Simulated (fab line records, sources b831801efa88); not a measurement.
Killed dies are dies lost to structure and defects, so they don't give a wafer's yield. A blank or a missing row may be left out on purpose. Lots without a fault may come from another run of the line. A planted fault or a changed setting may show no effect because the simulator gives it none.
Problem report in the 8D (eight disciplines) form, filled by code | flow sky130 | the parts of the form that need people (team, actions taken, sign-off) are left out

1. THE PROBLEM
exposure_dose_mJ_cm2 at SKY_METAL2_EXPOSE_12 reads a mean of 28.543 on 6 wafers of 2 lots; wafers without a fault read 28.005 with a standard deviation of 0.029. That is +19 standard deviations from the usual mean.
The step: exposes mask MM2, target cd 140 nm.
First seen on wafer L541.1, day 37 23:01, on krf_scanner-01. The record holds 33 wafers of 11 lots with a number at this step. Rule for "out", or "out of limits": more than 4 standard deviations from the usual mean. The other wafers with a number count as sound.

2. WHAT IT IS AND WHAT IT IS NOT
question                    | is                     | is not
which readings at this step | exposure_dose_mJ_cm2   | focus_offset_nm
which lots                  | L541, L545             | L531, L532, L534, L535, L538, L540, L544, L549, L553
which wafers of those lots  | all that have a number | -
read on which tools         | krf_scanner-01         | krf_scanner-02
when                        | from day 37 23:01      | up to then (18 sound wafers); but 9 sound wafers of L544, L549, L553 came after

3. SUSPECTS, AND WHAT RULES EACH OUT
Counting: a tool at a process step up to the reading stays a suspect if it ran every lot that is out and no sound lot after the first of them.
- krf_scanner-01 at SKY_METAL2_EXPOSE_12 (exposes mask MM2, target cd 140 nm): kept. It ran every lot that is out, first L541 (day 37 23:01), and no sound lot after that; its last sound lot up to then is L540 (day 37 19:30). Its own readings are out on those wafers: exposure_dose_mJ_cm2.
Left after counting: krf_scanner-01 at SKY_METAL2_EXPOSE_12.

4. THE CAUSE (what the simulator had put in)
Process parameter drift: krf_scanner-01, from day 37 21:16 on, at SKY_METAL2_EXPOSE_12. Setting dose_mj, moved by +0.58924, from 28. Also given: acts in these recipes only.
Counting left only this tool.

5. THE CHAIN OF EFFECTS, in route order
Each row: a reading whose mean over the struck wafers that have a number lies more than 3 standard deviations from the usual. Only readings for which the record gives a usual standard deviation are gone through. hours: the time from each lot's start at the first step in this table that gives one to its start at this step, as a median over the lots. sigmas: the change in usual standard deviations.
hours | step                 | reading              | usual  | on struck wafers | change | sigmas
0     | SKY_METAL2_EXPOSE_12 | exposure_dose_mJ_cm2 | 28.005 | 28.543           | +0.538 | +19
The process steps in it:
- SKY_METAL2_EXPOSE_12: exposes mask MM2, target cd 140 nm.
Later measuring or inspecting steps at which every struck wafer that the step has a row for has a number for every such reading, and none has moved that far: SKY_VIA2_THK_MEAS_01.

6. WHAT WOULD HAVE CAUGHT IT SOONER
In this record the first reading out of limits was taken at day 37 23:01, 2 hours after the fault began at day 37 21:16.
